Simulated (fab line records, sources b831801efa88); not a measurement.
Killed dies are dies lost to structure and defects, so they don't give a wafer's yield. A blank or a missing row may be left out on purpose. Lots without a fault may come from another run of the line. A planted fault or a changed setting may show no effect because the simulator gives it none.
Which tool did it? | flow sky130 | 13 lots, 39 wafers sampled, at 3 steps of a route of 708

WHAT THE GAUGES READ, wafer by wafer
SKY_METAL1_RS_MEAS_05: measures by four-point-probe.
lot  | measured     | on            | METAL1_ALCU_RS (ohm/sq)
L976 | day 31 18:10 | film_metro-04 | 0.1265 0.1245 0.1275
L977 | day 31 22:59 | film_metro-04 | 0.1246 0.1247 0.1241
L978 | day 32 15:03 | film_metro-01 | 0.1263 0.1263 0.1285
L980 | day 33 08:56 | film_metro-04 | 0.1276 0.1281 0.1271
L981 | day 34 03:02 | film_metro-01 | 0.1243 0.1267 0.1256
L982 | day 34 05:41 | film_metro-04 | 0.1286 0.1301 0.1306
L984 | day 34 16:02 | film_metro-01 | 0.1255 0.1284 0.1280
L985 | day 34 21:40 | film_metro-03 | 0.1256 0.1241 0.1270
L990 | day 36 16:51 | film_metro-01 | 0.1295 0.1260 0.1273
L992 | day 37 11:20 | film_metro-03 | 0.1246 0.1246 0.1234
L991 | day 37 12:13 | film_metro-03 | 0.1255 0.1245 0.1242
L993 | day 37 14:17 | film_metro-04 | 0.1221 0.1227 0.1244
L998 | day 38 16:46 | film_metro-03 | 0.1278 0.1272 0.1299

SKY_VIA1_BOW_MEAS_03.
lot  | measured     | on            | VIA1_BOW (um)
L976 | day 32 21:35 | film_metro-02 | 79 77 82
L977 | day 33 02:57 | film_metro-02 | 84 80 86
L978 | day 33 19:03 | film_metro-02 | 83 69 70
L980 | day 34 13:17 | film_metro-01 | 80 85 84
L981 | day 35 07:32 | film_metro-01 | 79 87 84
L982 | day 35 09:58 | film_metro-03 | 65 92 95
L984 | day 35 20:02 | film_metro-03 | 80 75 87
L985 | day 36 08:55 | film_metro-01 | 75 84 75
L990 | day 37 19:44 | film_metro-03 | 75 68 77
L992 | day 38 15:11 | film_metro-01 | 73 85 87
L991 | day 38 15:52 | film_metro-03 | 82 92 85
L993 | day 38 17:22 | film_metro-02 | 81 93 92
L998 | day 39 18:20 | film_metro-01 | 84 86 79

WHICH TOOL RAN EACH LOT (tool, then ch and the chambers of the sampled wafers, then the start)
lot  | SKY_CONTACT_STRIP_19
L976 | plasma_asher-02 ch 0,1, day 31 16:26
L977 | plasma_asher-01 ch 0,1, day 31 21:30
L978 | plasma_asher-03 ch 0,1, day 32 13:36
L980 | plasma_asher-03 ch 0,1, day 33 07:24
L981 | plasma_asher-01 ch 0,1, day 34 01:26
L982 | plasma_asher-03 ch 0,1, day 34 04:16
L984 | plasma_asher-02 ch 0,1, day 34 14:37
L985 | plasma_asher-01 ch 1, day 34 20:16
L990 | plasma_asher-01 ch 0,1, day 36 15:27
L992 | plasma_asher-03 ch 0,1, day 37 09:53
L991 | plasma_asher-03 ch 0,1, day 37 10:48
L993 | plasma_asher-01 ch 0,1, day 37 12:44
L998 | plasma_asher-01 ch 0,1, day 38 15:19
- SKY_CONTACT_STRIP_19: strips in O2/N2.

WHAT THE TOOLS THEMSELVES READ (means of the sampled wafers that have a number; where no wafer has one, the mark that the record gives instead)
SKY_CONTACT_STRIP_19.
lot  | tool            | drypump_motor_current_A (A) | oes_product_au (a.u.) | strip_time_to_endpoint_s (s)
L976 | plasma_asher-02 | 5.8                         | 0.373                 | 3.53
L977 | plasma_asher-01 | 5.2                         | 0.388                 | 3.61
L978 | plasma_asher-03 | 6.2                         | 0.378                 | 3.58
L980 | plasma_asher-03 | 6.2                         | 0.379                 | 3.61
L981 | plasma_asher-01 | 5.2                         | 0.380                 | 3.59
L982 | plasma_asher-03 | 6.2                         | 0.380                 | 3.59
L984 | plasma_asher-02 | 5.8                         | 0.380                 | 3.60
L985 | plasma_asher-01 | 5.4                         | 0.375                 | 3.65
L990 | plasma_asher-01 | 5.3                         | 0.376                 | 3.60
L992 | plasma_asher-03 | 6.2                         | 0.382                 | 3.63
L991 | plasma_asher-03 | 6.3                         | 0.375                 | 3.62
L993 | plasma_asher-01 | 5.3                         | 0.379                 | 3.60
L998 | plasma_asher-01 | 5.1                         | 0.380                 | 3.60

THE ANSWER, worked out from the rows above alone
Rule: what is usual is taken from the lots themselves. Put in order of their means at a reading, lots are off if they are a third of the lots or fewer, leave a main group of 4 or more, and stand apart from it by a gap of 3 or more times the standard deviation of the main group's means; of several such gaps the widest counts. A main group whose means are all the same, to the digits that the tables above print for the reading, isn't used. A lot without any number at a reading at which 4 lots or more have one is off too. The other lots that the step has rows for count as sound. The gauges are gone through in route order, then the tools' own readings, and for those a lot's mean is taken as printed above. The first step at which some lot is off is used, and at that step the reading that is off furthest; a lot without a number counts as furthest.
No lot is off at any reading shown: from this, nothing can be told.

WHAT THE SIMULATOR HAD PUT IN
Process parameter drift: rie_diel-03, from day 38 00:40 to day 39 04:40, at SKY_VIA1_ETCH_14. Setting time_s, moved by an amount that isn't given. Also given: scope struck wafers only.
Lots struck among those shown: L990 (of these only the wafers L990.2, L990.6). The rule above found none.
